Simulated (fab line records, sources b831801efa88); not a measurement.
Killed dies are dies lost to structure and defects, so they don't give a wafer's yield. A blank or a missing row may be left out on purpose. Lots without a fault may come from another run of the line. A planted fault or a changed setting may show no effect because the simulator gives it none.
fab line records | flow gf180mcu
record lots=5 wafers=15 last_day=33
route steps=602 shown V3@430 M4@456
lots that met no fault: from a run of the same line without faults
start_h: hours from the record's first day to the start of the lot's first wafer shown | wait_h: hours since the lot's step before | " the same as in the row above | L1.1+2: a row that stands for several wafers | - no value, or no start given | * or withheld: withheld | < > ~ a bound
route shown NAME@n: a module of which the file shows steps, and the number in the route of the first | usual: mean/standard deviation of fault-free wafers | same: alike in all rows | chamber/n: place in a boat | sites: the reading at each site | _std_site: their standard deviation | _edge_site: outer sites' mean less inner sites' | radius_mm: how far each site lies from the wafer's centre | mask NAME#n: copy n | behind: the tool/chamber that last shaped the wafer | hold: why the lot was held/for how many hours/how that ended | device: the transistor (n, p or np) that didn't switch | end of line: the same wafers' tests at the end of the route | a step without rows: its recipe alone | killed: dies lost to structure and defects at the first sort, not the wafer's yield | map: a wafer's dies, x killed, . not, _ none there
set.NAME: the setting as run; set.NAME@STEP: as run at that earlier step | model.NAME: the simulator's own value behind a step, which no gauge read
lots at some steps of the route; a table a step, a row a wafer
services: from which hour (start_h, from the record's first day; less than 0 if before it) a tool's chamber was out of use, for how many hours, and why
## steps
# step GF_V3_THK_MEAS_01
# recipe reads=SiO2_of_V3_CVD_00
# usual V3_CVD_00_THK=600/5.1
# columns lot.wafer tool chamber start_h wait_h V3_CVD_00_THK[nm]
L079.2 film_metro-03 - 532.35 0.0 598
L079.3 " - " " 611
L079.4 " - " " 604
L082.2 film_metro-01 - 560.23 0.0 597
L082.3 " - " " 599
L082.5 " - " " 600
L084.1 film_metro-02 - 583.76 0.0 606
L084.4 " - " " 614
L084.6 " - " " 612
L087.2 film_metro-03 - 602.22 0.0 597
L087.3 " - " " 600
L087.6 " - " " 598
L091.3 film_metro-01 - 630.32 0.1 602
L091.5 " - " " 600
L091.6 " - " " 602
# step GF_V3_CVD_02
# recipe material=SiO2 target_thk_nm=850 precursor=TEOS temp_c=400 time_s=94.851 rf_w=600
# usual heater_power_w=620/98 rf_fwd_power_W=596.4/2
# columns lot.wafer tool chamber start_h wait_h heater_power_w rf_fwd_power_W
L079.2 pecvd-03 2 532.40 0.0 756 594.7
L079.3 " 0 " " 653 597.0
L079.4 " 1 " " 598 599.6
L082.2 pecvd-02 2 560.28 0.0 711 594.8
L082.3 " 1 " " 597 594.3
L082.5 " 1 " " 624 597.9
L084.1 pecvd-04 2 583.82 0.1 475 595.9
L084.4 " 2 " " 522 597.3
L084.6 " 0 " " 505 597.3
L087.2 pecvd-03 2 602.27 0.0 749 597.8
L087.3 " 0 " " 633 597.7
L087.6 " 0 " " 669 597.7
L091.3 pecvd-04 1 630.36 0.0 665 596.4
L091.5 " 0 " " 451 596.1
L091.6 " 1 " " 526 598.4
# step GF_V3_THK_MEAS_03
# recipe reads=SiO2_of_V3_CVD_02
# usual V3_CVD_02_THK=847/10
# columns lot.wafer tool chamber start_h wait_h V3_CVD_02_THK[nm]
L079.2 film_metro-02 - 532.48 0.0 842
L079.3 " - " " 852
L079.4 " - " " 855
L082.2 film_metro-03 - 560.36 0.0 836
L082.3 " - " " 840
L082.5 " - " " 858
L084.1 film_metro-03 - 583.89 0.0 834
L084.4 " - " " 851
L084.6 " - " " 833
L087.2 film_metro-01 - 602.35 0.0 835
L087.3 " - " " 850
L087.6 " - " " 857
L091.3 film_metro-02 - 630.45 0.1 842
L091.5 " - " " 846
L091.6 " - " " 856
# step GF_V3_CMP_04
# recipe material=SiO2 down_force_psi=4 platen_rpm=60 pad_velocity_m_s=0.94248
# usual motor_current_A=12.7/1.1 retaining_ring_pressure_frac=1.000/0.0047 time_to_endpoint_s=79/6.4
# columns lot.wafer tool chamber start_h wait_h motor_current_A retaining_ring_pressure_frac time_to_endpoint_s
L079.2 cmp-01 2 532.79 0.3 11.2 0.998 89
L079.4 " 3 " " 11.5 1.004 93
L079.3 " 1 " " 12.9 1.006 93
L082.3 cmp-02 2 560.51 0.1 13.5 1.005 75
L082.2 " 3 " " 12.4 0.994 72
L082.5 " 1 " " 14.0 0.999 80
L084.4 cmp-01 1 584.00 0.1 12.9 0.988 78
L084.1 " 3 " " 12.4 0.999 68
L084.6 " 1 " " 13.2 1.003 70
L087.3 cmp-01 3 602.52 0.2 11.5 1.003 76
L087.2 " 0 " " 12.3 0.999 71
L087.6 " 1 " " 13.9 0.998 81
L091.3 cmp-02 2 631.14 0.7 13.0 0.993 77
L091.6 " 2 " " 13.6 0.989 80
L091.5 " 3 " " 13.1 1.000 78
# step GF_V3_BOW_MEAS_05
# recipe mode=bow
# usual V3_BOW=117/7.8
# columns lot.wafer tool chamber start_h wait_h V3_BOW[um]
L079.2 film_metro-03 - 533.11 0.3 121
L079.3 " - " " 112
L079.4 " - " " 112
L082.2 film_metro-03 - 560.73 0.1 110
L082.3 " - " " 116
L082.5 " - " " 118
L084.1 film_metro-01 - 584.25 0.1 118
L084.4 " - " " 121
L084.6 " - " " 111
L087.2 film_metro-01 - 602.74 0.1 111
L087.3 " - " " 117
L087.6 " - " " 133
L091.3 film_metro-01 - 631.48 0.3 114
L091.5 " - " " 116
L091.6 " - " " 124
# step GF_V3_DEHYDRATE_06
# recipe temp_c=200 time_s=60
# columns lot.wafer tool chamber start_h wait_h
L079.2+3+4 litho_track-01 0 543.95 10.8
L082.2+3+5 litho_track-01 0 570.75 10.0
L084.1+4+6 litho_track-02 0 594.23 10.0
L087.2+3+6 litho_track-02 0 612.36 9.6
L091.3+5+6 litho_track-01 0 641.02 9.5
# step GF_V3_HMDS_07
# recipe prime_time_s=60 prime_temp_c=120
# columns lot.wafer tool chamber start_h wait_h
L079.2+3+4 litho_track-01 0 544.10 0.1
L082.2+3+5 litho_track-01 0 570.90 0.1
L084.1+4+6 litho_track-02 0 594.38 0.1
L087.2+3+6 litho_track-02 0 612.51 0.1
L091.3+5+6 litho_track-01 0 641.17 0.1
# step GF_V3_COAT_08
# recipe resist=BARC temp_c=withheld time_s=withheld spin_rpm=withheld resist_thk_nm=withheld
# columns lot.wafer tool chamber start_h wait_h
L079.2+3+4 litho_track-01 0 544.25 0.1
L082.2+3+5 litho_track-01 0 571.05 0.1
L084.1+4+6 litho_track-02 0 594.53 0.1
L087.2+3+6 litho_track-02 0 612.66 0.1
L091.3+5+6 litho_track-01 0 641.32 0.1
# step GF_V3_COAT_09
# recipe resist=KrF spin_rpm=withheld resist_thk_nm=1000
# columns lot.wafer tool chamber start_h wait_h
L079.2+3+4 litho_track-01 0 - -
L082.2+3+5 litho_track-01 0 - -
L084.1+4+6 litho_track-02 0 - -
L087.2+3+6 litho_track-02 0 - -
L091.3+5+6 litho_track-01 0 - -
# step GF_V3_SOFTBAKE_10
# recipe temp_c=130 time_s=60 resist=KrF
# columns lot.wafer tool chamber start_h wait_h
L079.2+3+4 litho_track-01 0 - -
L082.2+3+5 litho_track-01 0 - -
L084.1+4+6 litho_track-02 0 - -
L087.2+3+6 litho_track-02 0 - -
L091.3+5+6 litho_track-01 0 - -
# step GF_V3_EXPOSE_11
# recipe mask_id=Via3 target_cd_nm=260 na=0.68 source_shape=conventional sigma_outer=0.6 dose_mj=38
# columns lot.wafer tool chamber start_h wait_h mask
L079.2+3+4 krf_scanner-01 0 - - Via3#0
L082.2+3+5 krf_scanner-01 0 - - Via3#0
L084.1+4+6 krf_scanner-02 0 - - Via3#0
L087.2+3+6 krf_scanner-01 0 - - Via3#0
L091.3+5+6 krf_scanner-02 0 - - Via3#0
# step GF_V3_PEB_12
# recipe peb_temp_c=135 peb_time_s=90 resist=KrF
# columns lot.wafer tool chamber start_h wait_h
L079.2+3+4 litho_track-02 0 - -
L082.2+3+5 litho_track-04 0 - -
L084.1+4+6 litho_track-01 0 - -
L087.2+3+6 litho_track-01 0 - -
L091.3+5+6 litho_track-04 0 - -
# step GF_V3_DEVELOP_13
# recipe develop_time_s=60 resist=KrF dev_temp_c=21
# columns lot.wafer tool chamber start_h wait_h
L079.2+3+4 litho_track-02 0 555.96 0.2
L082.2+3+5 litho_track-04 0 582.03 0.2
L084.1+4+6 litho_track-01 0 605.32 0.2
L087.2+3+6 litho_track-01 0 622.95 0.2
L091.3+5+6 litho_track-04 0 650.70 0.1
# step GF_V3_CD_MEAS_14
# recipe target_cd_nm=260
# usual cd_nm=260.3/1.1
# columns lot.wafer tool chamber start_h wait_h cd_nm
L079.2 cd_sem-02 - 556.10 0.1 258.9
L079.3 " - " " 257.4
L079.4 " - " " 257.4
L082.2 cd_sem-02 - 582.17 0.1 261.7
L082.3 " - " " 260.2
L082.5 " - " " 259.4
L084.1 cd_sem-02 - 605.47 0.1 258.4
L084.4 " - " " 257.5
L084.6 " - " " 259.7
L087.2 cd_sem-01 - 623.09 0.1 260.4
L087.3 " - " " 260.4
L087.6 " - " " 260.6
L091.3 cd_sem-01 - 650.84 0.1 261.9
L091.5 " - " " 260.4
L091.6 " - " " 261.6
# step GF_V3_OVL_MEAS_15
# usual V3_OVL=4/4.5
# columns lot.wafer tool chamber start_h wait_h V3_OVL[nm]
L079.2 overlay-02 - 556.21 0.1 -4
L079.3 " - " " 1
L079.4 " - " " 0
L082.2 overlay-01 - 582.28 0.1 5
L082.3 " - " " 1
L082.5 " - " " 4
L084.1 overlay-01 - 605.59 0.1 0
L084.4 " - " " -1
L084.6 " - " " 3
L087.2 overlay-01 - 623.20 0.1 5
L087.3 " - " " 13
L087.6 " - " " 5
L091.3 overlay-02 - 650.93 0.1 9
L091.5 " - " " 7
L091.6 " - " " 5
# step GF_V3_ETCH_16
# recipe chemistry=N2/H2 target_depth_a=withheld overetch_a=withheld time_s=withheld target=BARC ion_energy_ev=200 source_w=500 bias_w=100 pressure_mtorr=30 n2_flow_sccm=100 h2_flow_sccm=200
# usual drypump_motor_current_A=5.8/0.36 n2_flow_sccm=100.04/0.29 oes_product_au=0.855/0.0048 rf_fwd_power_W=495.9/2.3 throttle_valve_pct=13.224/0.0099
# columns lot.wafer tool chamber start_h wait_h drypump_motor_current_A n2_flow_sccm oes_product_au rf_fwd_power_W throttle_valve_pct
L079.2 rie_diel-03 0 556.24 0.0 5.6 100.14 0.855 489.9 13.224
L079.3 " 3 " " 6.1 100.34 0.854 496.4 13.237
L079.4 " 2 " " 5.9 100.18 0.852 496.4 13.220
L082.2 rie_diel-04 2 582.31 0.0 6.3 99.89 0.852 493.4 13.227
L082.3 " 0 " " 6.0 99.88 0.851 498.1 13.220
L082.5 " 1 " " 5.8 100.27 0.857 495.2 13.225
L084.1 rie_diel-01 1 605.63 0.0 5.6 100.01 0.843 495.7 13.214
L084.4 " 0 " " 5.5 100.33 0.860 495.3 13.217
L084.6 " 2 " " 5.2 100.03 0.859 494.1 13.225
L087.2 rie_diel-04 3 623.23 0.0 6.5 99.43 0.865 497.0 13.215
L087.3 " 2 " " 6.3 99.84 0.857 494.8 13.228
L087.6 " 2 " " 6.3 100.32 0.851 495.7 13.219
L091.3 rie_diel-01 1 650.96 0.0 5.6 100.50 0.854 495.1 13.211
L091.5 " 2 " " 5.2 99.76 0.850 496.2 13.221
L091.6 " 1 " " 5.6 100.02 0.855 492.8 13.230
# step GF_V3_ETCH_17
# recipe chemistry=C4F8/O2/Ar mask_material=KrF target=SiO2 stop_on=TiN source_w=1500 bias_w=1200 pressure_mtorr=40 c4f8_flow_sccm=withheld O2_flow_sccm=6 Ar_flow_sccm=300 time_s=withheld target_depth_a=6350
# usual oes_product_au=0.856/0.0045 rf_fwd_power_W=1494/5.2
# columns lot.wafer tool chamber start_h wait_h oes_product_au rf_fwd_power_W
L079.2 rie_diel-03 0 - - 0.857 1488
L079.3 " 3 " " 0.858 1489
L079.4 " 2 " " 0.863 1502
L082.2 rie_diel-04 2 - - 0.852 1494
L082.3 " 0 " " 0.855 1491
L082.5 " 1 " " 0.850 1484
L084.1 rie_diel-01 1 - - 0.857 1503
L084.4 " 0 " " 0.847 1498
L084.6 " 2 " " 0.853 1502
L087.2 rie_diel-04 3 - - 0.853 1498
L087.3 " 2 " " 0.857 1494
L087.6 " 2 " " 0.853 1496
L091.3 rie_diel-01 1 - - 0.861 1494
L091.5 " 2 " " 0.856 1492
L091.6 " 1 " " 0.852 1497
# step GF_V3_STRIP_18
# recipe chemistry=O2/N2 power_w=1400 pressure_mtorr=1500 platen_temp_c=250 o2_flow_sccm=3000 n2_flow_sccm=300 overash_fraction=0.5
# usual drypump_motor_current_A=5.73/0.099 heater_power_w=349/13 n2_flow_sccm=300.2/1.1 oes_product_au=0.593/0.0047 platen_temp_c=249.99/0.18
# columns lot.wafer tool chamber start_h wait_h drypump_motor_current_A heater_power_w n2_flow_sccm oes_product_au platen_temp_c rf_hours_counter_h
L079.2 plasma_asher-03 1 556.37 - 5.70 372 300.8 0.590 249.85 45
L079.3 " 1 " " 5.73 377 299.2 0.595 249.84 -
L079.4 " 0 " " 5.71 332 299.1 0.583 249.75 -
L082.2 plasma_asher-04 1 582.44 - 5.73 343 300.8 0.593 250.18 80
L082.3 " 1 " " 5.74 346 300.5 0.587 249.89 -
L082.5 " 0 " " 5.84 354 299.9 0.586 250.00 -
L084.1 plasma_asher-02 0 605.76 - 5.53 344 297.9 0.589 250.02 100
L084.4 " 0 " " 5.51 347 300.1 0.590 250.32 -
L084.6 " 1 " " 5.80 344 303.3 0.586 249.94 -
L087.2 plasma_asher-04 1 623.36 - 5.73 346 299.3 0.588 249.97 85
L087.3 " 1 " " 5.75 345 299.2 0.595 250.16 -
L087.6 " 0 " " 5.86 353 300.7 0.592 249.88 -
L091.3 plasma_asher-04 1 651.12 - 5.71 341 298.4 0.601 250.08 -
L091.5 " 1 " " 5.72 346 300.1 0.592 250.22 -
L091.6 " 0 " " 5.83 346 300.2 0.599 250.50 -
# step GF_V3_STRIP_19
# recipe chemistry=post_etch_residue_remover time_s=1200 temp_c=72.5
# usual bath_heat_duty_pct=14.1/1.3
# columns lot.wafer tool chamber start_h wait_h bath_heat_duty_pct
L079.2 wet_bench-03 3 556.47 0.1 15.6
L079.3 " 3 " " 16.1
L079.4 " 3 " " 14.7
L082.2 wet_bench-03 2 582.54 0.1 12.6
L082.3 " 2 " " 12.5
L082.5 " 2 " " 13.3
L084.1 wet_bench-04 1 605.86 0.1 13.9
L084.4 " 1 " " 13.8
L084.6 " 1 " " 12.9
L087.2 wet_bench-04 0 623.46 0.1 14.4
L087.3 " 0 " " 14.4
L087.6 " 0 " " 14.2
L091.3 wet_bench-01 0 651.20 0.0 12.5
L091.5 " 0 " " 12.5
L091.6 " 0 " " 14.6
# step GF_V3_CLEAN_20
# recipe chemistry=DIW dry=n2_spin
# columns lot.wafer tool chamber start_h wait_h
L079.2+3+4 wet_bench-01 2 556.81 0.0
L082.2+3+5 wet_bench-04 1 582.94 0.0
L084.1+4+6 wet_bench-03 2 606.20 0.0
L087.2+3+6 wet_bench-03 2 623.86 0.0
L091.3+5+6 wet_bench-03 2 651.54 0.0
# step GF_V3_SPUTTER_21
# recipe material=Ti target_thk_nm=15 chamber_pressure_pa=5 power_w=2500 substrate_temp_c=200 time_s=80.02
# usual throttle_valve_pct=29.9/1.2
# columns lot.wafer tool chamber start_h wait_h throttle_valve_pct
L079.2 pvd_sputter-04 - 556.90 0.0 31.1
L079.3 " - " " 29.9
L079.4 " - " " 29.9
L082.2 pvd_sputter-04 - 583.03 0.0 31.0
L082.3 " - " " 30.0
L082.5 " - " " 31.2
L084.1 pvd_sputter-03 - 606.30 0.0 30.3
L084.4 " - " " 29.5
L084.6 " - " " 31.7
L087.2 pvd_sputter-03 - 623.96 0.0 27.6
L087.3 " - " " 31.2
L087.6 " - " " 31.7
L091.3 pvd_sputter-04 - 651.63 0.0 30.2
L091.5 " - " " 30.1
L091.6 " - " " 31.0
# step GF_V3_SPUTTER_22
# recipe material=TiN target_thk_nm=10 chamber_pressure_pa=5 power_w=4000 time_s=40
# usual throttle_valve_pct=29.8/1.2
# columns lot.wafer tool chamber start_h wait_h throttle_valve_pct
L079.2 pvd_sputter-04 - 556.96 0.0 30.9
L079.3 " - " " 29.9
L079.4 " - " " 30.0
L082.2 pvd_sputter-04 - 583.10 0.0 30.6
L082.3 " - " " 30.0
L082.5 " - " " 30.9
L084.1 pvd_sputter-03 - 606.36 0.0 30.7
L084.4 " - " " 29.4
L084.6 " - " " 31.4
L087.2 pvd_sputter-03 - 624.02 0.0 27.4
L087.3 " - " " 31.6
L087.6 " - " " 31.6
L091.3 pvd_sputter-04 - 651.69 0.0 30.5
L091.5 " - " " 30.1
L091.6 " - " " 31.0
# step GF_V3_CVD_23
# recipe material=W target_thk_nm=350 time_s=104.9 temp_c=400 pressure_torr=40
# usual heater_power_w=801/55
# columns lot.wafer tool chamber start_h wait_h heater_power_w
L079.2 cvd_w-02 1 557.00 0.0 797
L079.3 " 1 " " 760
L079.4 " 0 " " 773
L082.2 cvd_w-01 0 583.13 0.0 898
L082.3 " 1 " " 729
L082.5 " 1 " " 733
L084.1 cvd_w-02 0 606.40 0.0 803
L084.4 " 1 " " 799
L084.6 " 0 " " 777
L087.2 cvd_w-01 1 624.06 0.0 742
L087.3 " 0 " " 850
L087.6 " 0 " " 884
L091.3 cvd_w-01 1 651.77 0.1 751
L091.5 " 1 " " 722
L091.6 " 0 " " 896
# step GF_V3_RS_MEAS_24
# recipe thk_meas_gauge=four-point-probe reads=W_of_V3_CVD_23+TiN_of_V3_SPUTTER_22+Ti_of_V3_SPUTTER_21
# usual V3_W_RS=0.327/0.0034
# columns lot.wafer tool chamber start_h wait_h V3_W_RS[ohm/sq]
L079.2 film_metro-01 - 557.13 0.1 0.328
L079.3 " - " " 0.325
L079.4 " - " " 0.338
L082.2 film_metro-01 - 583.27 0.1 0.330
L082.3 " - " " 0.330
L082.5 " - " " 0.330
L084.1 film_metro-01 - 606.51 0.1 0.331
L084.4 " - " " 0.323
L084.6 " - " " 0.328
L087.2 film_metro-03 - 624.20 0.1 0.331
L087.3 " - " " 0.330
L087.6 " - " " 0.325
L091.3 film_metro-02 - 651.88 0.1 0.328
L091.5 " - " " 0.327
L091.6 " - " " 0.327
# step GF_V3_THK_MEAS_25
# recipe thk_meas_gauge=xrf reads=W_of_V3_CVD_23
# usual V3_W_THK=368/6.5
# columns lot.wafer tool chamber start_h wait_h V3_W_THK[nm]
L079.2 film_metro-01 - 557.24 0.1 361
L079.3 " - " " 369
L079.4 " - " " 354
L082.2 film_metro-01 - 583.38 0.1 360
L082.3 " - " " 364
L082.5 " - " " 360
L084.1 film_metro-01 - 606.63 0.1 362
L084.4 " - " " 368
L084.6 " - " " 364
L087.2 film_metro-03 - 624.31 0.1 365
L087.3 " - " " 364
L087.6 " - " " 370
L091.3 film_metro-02 - 651.98 0.1 371
L091.5 " - " " 372
L091.6 " - " " 372
# step GF_V3_CMP_26
# recipe stop_on=SiO2 down_force_psi=3.5 platen_rpm=60 t_overpolish_s=15 target_thk_nm=0 pad_velocity_m_s=0.94248
# usual motor_current_A=11.8/0.98 overpolish_run_s=15.001/0.009 retaining_ring_pressure_frac=0.999/0.0045 time_to_endpoint_s=84/3.5
# columns lot.wafer tool chamber start_h wait_h motor_current_A overpolish_run_s retaining_ring_pressure_frac time_to_endpoint_s
L079.2 cmp-01 0 557.29 0.0 11.8 15.004 1.004 85
L079.3 " 2 " " 10.6 14.991 0.996 86
L079.4 " 3 " " 11.2 14.998 1.003 79
L082.3 cmp-02 1 583.53 0.1 13.0 15.011 0.994 80
L082.2 " 2 " " 12.5 14.990 0.998 85
L082.5 " 3 " " 11.0 15.009 0.996 85
L084.1 cmp-01 3 606.79 0.1 10.9 14.987 1.006 81
L084.4 " 0 " " 11.7 14.999 0.999 83
L084.6 " 1 " " 12.9 14.994 0.998 85
L087.3 cmp-02 2 624.52 0.2 12.7 15.005 1.005 82
L087.2 " 0 " " 11.4 14.998 1.000 83
L087.6 " 3 " " 11.7 14.996 1.003 82
L091.3 cmp-02 0 652.22 0.2 11.5 15.004 0.997 84
L091.6 " 0 " " 11.0 14.987 0.984 87
L091.5 " 1 " " 13.1 15.011 0.999 85
# step GF_M4_SPUTTER_00
# recipe material=Ti target_thk_nm=37.5 arriving_ion_energy_ev=80 substrate_temp_c=200 chamber_pressure_pa=2 power_w=4000 time_s=150
# usual throttle_valve_pct=30.1/0.81
# columns lot.wafer tool chamber start_h wait_h throttle_valve_pct
L079.2 pvd_sputter-02 - 557.59 0.2 29.2
L079.3 " - " " 29.0
L079.4 " - " " 29.4
L082.2 pvd_sputter-01 - 583.73 0.1 29.5
L082.3 " - " " 30.0
L082.5 " - " " 29.6
L084.1 pvd_sputter-04 - 606.99 0.1 30.9
L084.4 " - " " 30.4
L084.6 " - " " 30.0
L087.2 pvd_sputter-04 - 624.82 0.1 31.0
L087.3 " - " " 30.2
L087.6 " - " " 30.8
L091.3 pvd_sputter-04 - 652.52 0.2 30.1
L091.5 " - " " 31.2
L091.6 " - " " 29.9
# step GF_M4_SPUTTER_01
# recipe material=TiN target_thk_nm=30 power_w=6500 time_s=25 chamber_pressure_pa=0.4
# usual throttle_valve_pct=30.1/0.84
# columns lot.wafer tool chamber start_h wait_h throttle_valve_pct
L079.2 pvd_sputter-02 - 557.69 0.1 29.0
L079.3 " - " " 29.0
L079.4 " - " " 29.4
L082.2 pvd_sputter-01 - 583.83 0.1 29.4
L082.3 " - " " 29.8
L082.5 " - " " 29.2
L084.1 pvd_sputter-04 - 607.10 0.1 31.3
L084.4 " - " " 30.3
L084.6 " - " " 30.1
L087.2 pvd_sputter-04 - 624.92 0.1 30.9
L087.3 " - " " 30.4
L087.6 " - " " 31.1
L091.3 pvd_sputter-04 - 652.62 0.1 30.3
L091.5 " - " " 30.9
L091.6 " - " " 30.0
# step GF_M4_SPUTTER_02
# recipe material=AlCu target_thk_nm=450 power_w=10600 time_s=23.9 chamber_pressure_pa=0.4
# usual throttle_valve_pct=30.1/0.81
# columns lot.wafer tool chamber start_h wait_h throttle_valve_pct
L079.2 pvd_sputter-02 - 557.72 0.0 29.2
L079.3 " - " " 29.0
L079.4 " - " " 29.4
L082.2 pvd_sputter-01 - 583.86 0.0 29.0
L082.3 " - " " 30.1
L082.5 " - " " 29.4
L084.1 pvd_sputter-04 - 607.14 0.0 30.8
L084.4 " - " " 30.1
L084.6 " - " " 30.1
L087.2 pvd_sputter-04 - 624.95 0.0 30.9
L087.3 " - " " 30.0
L087.6 " - " " 30.9
L091.3 pvd_sputter-04 - 652.65 0.0 30.4
L091.5 " - " " 31.2
L091.6 " - " " 30.1
# step GF_M4_SPUTTER_03
# recipe material=Ti target_thk_nm=10 substrate_temp_c=300 chamber_pressure_pa=0.3 power_w=3000 time_s=6.7
# usual throttle_valve_pct=30.1/0.82
# columns lot.wafer tool chamber start_h wait_h throttle_valve_pct
L079.2 pvd_sputter-02 - 557.75 0.0 29.2
L079.3 " - " " 28.8
L079.4 " - " " 29.8
L082.2 pvd_sputter-01 - 583.89 0.0 29.1
L082.3 " - " " 30.1
L082.5 " - " " 29.4
L084.1 pvd_sputter-04 - 607.17 0.0 31.1
L084.4 " - " " 30.3
L084.6 " - " " 30.2
L087.2 pvd_sputter-04 - 624.98 0.0 30.8
L087.3 " - " " 30.3
L087.6 " - " " 30.8
L091.3 pvd_sputter-04 - 652.68 0.0 30.2
L091.5 " - " " 31.1
L091.6 " - " " 30.1
# step GF_M4_SPUTTER_04
# recipe material=TiN target_thk_nm=50 power_w=6500 time_s=41.7 chamber_pressure_pa=0.4
# usual throttle_valve_pct=30.1/0.84
# columns lot.wafer tool chamber start_h wait_h throttle_valve_pct
L079.2 pvd_sputter-02 - 557.77 0.0 29.4
L079.3 " - " " 28.9
L079.4 " - " " 29.5
L082.2 pvd_sputter-01 - 583.91 0.0 29.0
L082.3 " - " " 29.9
L082.5 " - " " 29.3
L084.1 pvd_sputter-04 - 607.19 0.0 31.0
L084.4 " - " " 30.3
L084.6 " - " " 30.0
L087.2 pvd_sputter-04 - 625.00 0.0 30.8
L087.3 " - " " 30.6
L087.6 " - " " 30.7
L091.3 pvd_sputter-04 - 652.70 0.0 30.6
L091.5 " - " " 30.9
L091.6 " - " " 30.1
# step GF_M4_RS_MEAS_05
# recipe thk_meas_gauge=four-point-probe reads=TiN_of_M4_SPUTTER_04+Ti_of_M4_SPUTTER_03+AlCu_of_M4_SPUTTER_02+TiN_of_M4_SPUTTER_01+Ti_of_M4_SPUTTER_00
# usual M4_ALCU_RS=0.0692/0.00071
# columns lot.wafer tool chamber start_h wait_h M4_ALCU_RS[ohm/sq]
L079.2 film_metro-03 - 557.83 0.0 0.0688
L079.3 " - " " 0.0693
L079.4 " - " " 0.0693
L082.2 film_metro-01 - 583.97 0.0 0.0699
L082.3 " - " " 0.0689
L082.5 " - " " 0.0691
L084.1 film_metro-04 - 607.24 0.0 0.0696
L084.4 " - " " 0.0700
L084.6 " - " " 0.0698
L087.2 film_metro-04 - 625.06 0.0 0.0689
L087.3 " - " " 0.0688
L087.6 " - " " 0.0696
L091.3 film_metro-04 - 652.78 0.1 0.0696
L091.5 " - " " 0.0693
L091.6 " - " " 0.0692
# step GF_M4_THK_MEAS_06
# recipe thk_meas_gauge=xrf reads=AlCu_of_M4_SPUTTER_02
# usual M4_ALCU_THK=448/5.1
# columns lot.wafer tool chamber start_h wait_h M4_ALCU_THK[nm]
L079.2 film_metro-03 - 557.94 0.1 449
L079.3 " - " " 447
L079.4 " - " " 446
L082.2 film_metro-01 - 584.08 0.1 440
L082.3 " - " " 447
L082.5 " - " " 447
L084.1 film_metro-04 - 607.36 0.1 446
L084.4 " - " " 443
L084.6 " - " " 445
L087.2 film_metro-04 - 625.17 0.1 452
L087.3 " - " " 454
L087.6 " - " " 446
L091.3 film_metro-04 - 652.88 0.1 446
L091.5 " - " " 449
L091.6 " - " " 447
# step GF_M4_DEHYDRATE_07
# recipe temp_c=200 time_s=60
# columns lot.wafer tool chamber start_h wait_h
L079.2+3+4 litho_track-02 0 567.81 9.9
L082.2+3+5 litho_track-01 0 593.85 9.8
L084.1+4+6 litho_track-03 0 617.26 9.9
L087.2+3+6 litho_track-01 0 635.00 9.8
L091.3+5+6 litho_track-03 0 661.81 8.9
# step GF_M4_HMDS_08
# recipe prime_time_s=60 prime_temp_c=120
# columns lot.wafer tool chamber start_h wait_h
L079.2+3+4 litho_track-02 0 567.96 0.1
L082.2+3+5 litho_track-01 0 594.00 0.1
L084.1+4+6 litho_track-03 0 617.41 0.1
L087.2+3+6 litho_track-01 0 635.15 0.1
L091.3+5+6 litho_track-03 0 661.96 0.1
# step GF_M4_COAT_09
# recipe resist=KrF spin_rpm=withheld resist_thk_nm=1000
# columns lot.wafer tool chamber start_h wait_h
L079.2+3+4 litho_track-02 0 568.11 0.1
L082.2+3+5 litho_track-01 0 594.15 0.1
L084.1+4+6 litho_track-03 0 617.56 0.1
L087.2+3+6 litho_track-01 0 635.30 0.1
L091.3+5+6 litho_track-03 0 662.11 0.1
# step GF_M4_SOFTBAKE_10
# recipe temp_c=130 time_s=60 resist=KrF
# columns lot.wafer tool chamber start_h wait_h
L079.2+3+4 litho_track-02 0 568.26 0.1
L082.2+3+5 litho_track-01 0 594.30 0.1
L084.1+4+6 litho_track-03 0 617.71 0.1
L087.2+3+6 litho_track-01 0 635.45 0.1
L091.3+5+6 litho_track-03 0 662.26 0.1
# step GF_M4_EXPOSE_11
# recipe mask_id=Metal4 target_cd_nm=280 na=0.68 source_shape=conventional sigma_outer=0.6 dose_mj=28
# columns lot.wafer tool chamber start_h wait_h mask
L079.2+3+4 krf_scanner-01 0 - - Metal4#0
L082.2+3+5 krf_scanner-01 0 - - Metal4#0
L084.1+4+6 krf_scanner-01 0 - - Metal4#0
L087.2+3+6 krf_scanner-01 0 - - Metal4#0
L091.3+5+6 krf_scanner-01 0 - - Metal4#0
# step GF_M4_PEB_12
# recipe peb_temp_c=135 peb_time_s=90 resist=KrF
# columns lot.wafer tool chamber start_h wait_h
L079.2+3+4 litho_track-01 0 - -
L082.2+3+5 litho_track-03 0 - -
L084.1+4+6 litho_track-03 0 - -
L087.2+3+6 litho_track-03 0 - -
L091.3+5+6 litho_track-03 0 - -
# step GF_M4_DEVELOP_13
# recipe develop_time_s=60 dev_temp_c=21
# columns lot.wafer tool chamber start_h wait_h
L079.2+3+4 litho_track-01 0 579.30 0.2
L082.2+3+5 litho_track-03 0 604.49 0.2
L084.1+4+6 litho_track-03 0 628.01 0.2
L087.2+3+6 litho_track-03 0 645.39 0.2
L091.3+5+6 litho_track-03 0 670.16 0.1
# step GF_M4_CD_MEAS_14
# recipe target_cd_nm=280
# usual cd_nm=279.8/0.91
# columns lot.wafer tool chamber start_h wait_h cd_nm
L079.2 cd_sem-02 - 579.44 0.1 280.0
L079.3 " - " " 280.1
L079.4 " - " " 278.9
L082.2 cd_sem-02 - 604.63 0.1 279.2
L082.3 " - " " 278.8
L082.5 " - " " 278.9
L084.1 cd_sem-02 - 628.16 0.1 277.9
L084.4 " - " " 278.5
L084.6 " - " " 278.7
L087.2 cd_sem-02 - 645.53 0.1 277.9
L087.3 " - " " 278.2
L087.6 " - " " 278.6
L091.3 cd_sem-02 - 670.30 0.1 281.0
L091.5 " - " " 281.1
L091.6 " - " " 281.5
## services
# columns tool chamber start_h hours kind
rie_diel-04 1 521.97 5.4 repair
cmp-02 - 527.75 6.4 pm
krf_scanner-01 - 528.47 0.6 repair
pvd_sputter-03 - 544.46 2.8 repair
cmp-02 - 557.09 1.0 repair
rie_diel-01 0 558.25 9.5 repair
cmp-01 - 559.21 3.0 pm
wet_bench-03 - 561.22 2.5 repair
rie_diel-01 3 565.68 7.7 repair
rie_diel-01 2 567.21 5.0 repair
krf_scanner-01 - 569.65 1.0 pm
cmp-01 - 572.00 4.0 pm
krf_scanner-01 - 587.78 0.8 pm
cmp-02 - 591.86 2.5 pm
pvd_sputter-03 - 607.55 1.1 repair
pvd_sputter-01 - 612.59 9.1 repair
cmp-01 - 616.97 56.3 repair
pvd_sputter-04 - 626.23 2.3 repair
rie_diel-04 - 627.23 28.1 pm
rie_diel-01 1 638.33 3.9 repair
krf_scanner-01 - 644.90 1.3 pm
cmp-01 - 646.14 0.3 repair
cmp-02 - 662.18 3.0 repair
pvd_sputter-04 - 664.57 0.5 repair
## key
fault none
